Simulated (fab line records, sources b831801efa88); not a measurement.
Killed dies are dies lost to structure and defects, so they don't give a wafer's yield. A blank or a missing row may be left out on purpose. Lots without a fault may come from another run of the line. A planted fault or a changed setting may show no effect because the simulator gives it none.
Which tool did it? | flow sky130 | 12 lots, 36 wafers sampled, at 2 steps of a route of 708

WHAT THE GAUGES READ, wafer by wafer
SKY_CONTACT_CD_MEAS_14: target cd 170 nm.
lot  | measured     | on        | cd_nm (nm)
L075 | day 31 14:28 | cd_sem-01 | 168.8 169.6 167.5
L077 | day 32 06:37 | cd_sem-01 | 168.1 169.3 169.1
L079 | day 33 03:07 | cd_sem-02 | 169.3 169.2 170.9
L081 | day 33 14:40 | cd_sem-01 | 169.0 169.4 170.1
L083 | day 34 12:05 | cd_sem-01 | 169.4 167.5 169.1
L085 | day 34 22:07 | cd_sem-02 | 169.9 169.3 170.9
L087 | day 35 09:42 | cd_sem-01 | 166.4 167.3 169.0
L089 | day 36 05:44 | cd_sem-01 | 167.5 169.2 167.3
L091 | day 36 21:35 | cd_sem-01 | 167.1 169.0 166.8
L094 | day 39 03:32 | cd_sem-02 | 170.0 170.0 171.2
L095 | day 39 05:11 | cd_sem-02 | 171.3 171.3 170.6
L096 | day 39 10:52 | cd_sem-02 | 168.3 167.9 168.4

WHICH TOOL RAN EACH LOT (tool, then ch and the chambers of the sampled wafers, then the start)
lot  | SKY_SD_P_STRIP_10
L075 | plasma_asher-04 ch 0,1, day 25 10:59
L077 | plasma_asher-01 ch 0,1, day 26 03:17
L079 | plasma_asher-01 ch 0,1, day 27 05:19
L081 | plasma_asher-01 ch 0,1, day 27 14:41
L083 | plasma_asher-04 ch 0,1, day 28 12:02
L085 | plasma_asher-02 ch 0,1, day 29 01:44
L087 | plasma_asher-02 ch 0,1, day 29 14:56
L089 | plasma_asher-04 ch 0, day 30 12:22
L091 | plasma_asher-01 ch 0,1, day 31 03:55
L094 | plasma_asher-04 ch 0,1, day 33 13:41
L095 | plasma_asher-04 ch 0,1, day 33 14:35
L096 | plasma_asher-01 ch 0,1, day 33 20:38
- SKY_SD_P_STRIP_10: strips in O2/N2.

THE ANSWER, worked out from the rows above alone
Rule: what is usual is taken from the lots themselves. Put in order of their means at a reading, lots are off if they are a third of the lots or fewer, leave a main group of 4 or more, and stand apart from it by a gap of 3 or more times the standard deviation of the main group's means; of several such gaps the widest counts. A main group whose means are all the same, to the digits that the tables above print for the reading, isn't used. A lot without any number at a reading at which 4 lots or more have one is off too. The other lots that the step has rows for count as sound.
No lot is off at any reading shown: from this, nothing can be told.

WHAT THE SIMULATOR HAD PUT IN
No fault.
